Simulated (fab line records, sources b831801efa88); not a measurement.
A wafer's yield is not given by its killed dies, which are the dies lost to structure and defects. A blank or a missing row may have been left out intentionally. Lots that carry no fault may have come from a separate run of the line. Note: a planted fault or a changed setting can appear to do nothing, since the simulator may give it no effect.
A lot that was struck, set against a sound lot    flow gf180mcu    15 out of 602 route steps
Sound: these wafers, L970.2, L970.3, L970.4. Wafers struck: L962.2, L962.3, L962.6. At the end, the cause is stated.
Order at every step that has rows: each side's tool, ch and its chambers, its first start. Under that, the readings that differ: sound wafers    struck wafers    difference of the means    sigmas: that difference in standard deviations of wafers without a fault.
alike: readings whose means differ by less than 2 such deviations, and words and numbers that are the same on both sides. not compared: withheld readings, readings that some wafer has no value for, bounds like >300 that may hide the same value, and numbers for which the record gives no deviation and whose values overlap.
Wherever a step has rows on one side only, a row that says differs or no value, or a row with sigmas, the two part there. Numbers that don't overlap but have no deviation are shown without sigmas and don't part them. A reading that every wafer of one side lacks parts them only if that side has two wafers or more.

first, 7 steps without rows for these wafers: GF_V2_HMDS_07 (prime time 60 s); GF_V2_COAT_08; GF_V2_COAT_09 (resist thk 1000 nm); GF_V2_SOFTBAKE_10 (time 60 s); GF_V2_EXPOSE_11 (exposes mask Via2, target cd 260 nm); GF_V2_PEB_12 (peb time 90 s); GF_V2_DEVELOP_13 (develop time 60 s).
GF_V2_CD_MEAS_14: the cd target is 260 nm.
  sound on cd sem-02, day 27 15:29; struck on cd sem-01, day 25 00:58
  alike: cd nm
GF_V2_OVL_MEAS_15:
  sound on overlay-02, day 27 15:35; struck on overlay-01, day 25 01:04
  alike: V2_OVL
GF_V2_ETCH_16: etches BARC in N2/H2.
  sound on rie diel-03 ch 0,1,2, day 27 15:37; struck on rie diel-04 ch 1,2,3, day 25 01:06
reading                      sound        struck       difference  sigmas
drypump motor current A (A)  5.4 4.8 5.2  6.2 6.3 6.4  +1.2        +2
  alike: oes product au, throttle valve pct
GF_V2_ETCH_17: etches SiO2 in C4F8/O2/Ar, stops on TiN, target depth 630 nm.
  sound on rie diel-03 ch 0,1,2; struck on rie diel-04 ch 1,2,3
  alike: oes product au
GF_V2_STRIP_18: strips in O2/N2.
  sound on plasma asher-02 ch 0,1, day 27 15:44; struck on plasma asher-03 ch 0,1, day 25 01:14
  alike: chamber pressure mTorr, drypump motor current A, heater power w, oes product au
  not compared: rf hours counter h
GF_V2_STRIP_19: strips in post etch residue remover, time 1200 s.
  sound on wet bench-02 ch 0, day 27 15:50; struck on wet bench-04 ch 0, day 25 01:20
  no value came back on the struck wafers for bath guard temp C (C), bath heat duty pct (%), time s (s); on the sound wafers bath guard temp C (C) reads 72.8 72.4 73.1
then, 1 step without rows for these wafers: GF_V2_CLEAN_20 (cleans in DIW).
-- the record jumps here: 8 days lie between the struck wafers' starts before and after (it left off in module V2 and takes up again in module PASSIVATION, whose first step shown is number 602 of the route) --
GF_PASSIVATION_PROBE_99:
  sound on prober-02, day 34 17:24; struck on prober-02, day 32 18:39
reading                        sound             struck             difference  sigmas
model.etest.via2 chain.rc ohm  6.46 6.304 6.225  7.886 7.891 7.882  +1.557      

## WHERE THEY PART
First at GF_V2_ETCH_16; last, within this record, at GF_V2_STRIP_19.

WHY: what had been put in by the simulator
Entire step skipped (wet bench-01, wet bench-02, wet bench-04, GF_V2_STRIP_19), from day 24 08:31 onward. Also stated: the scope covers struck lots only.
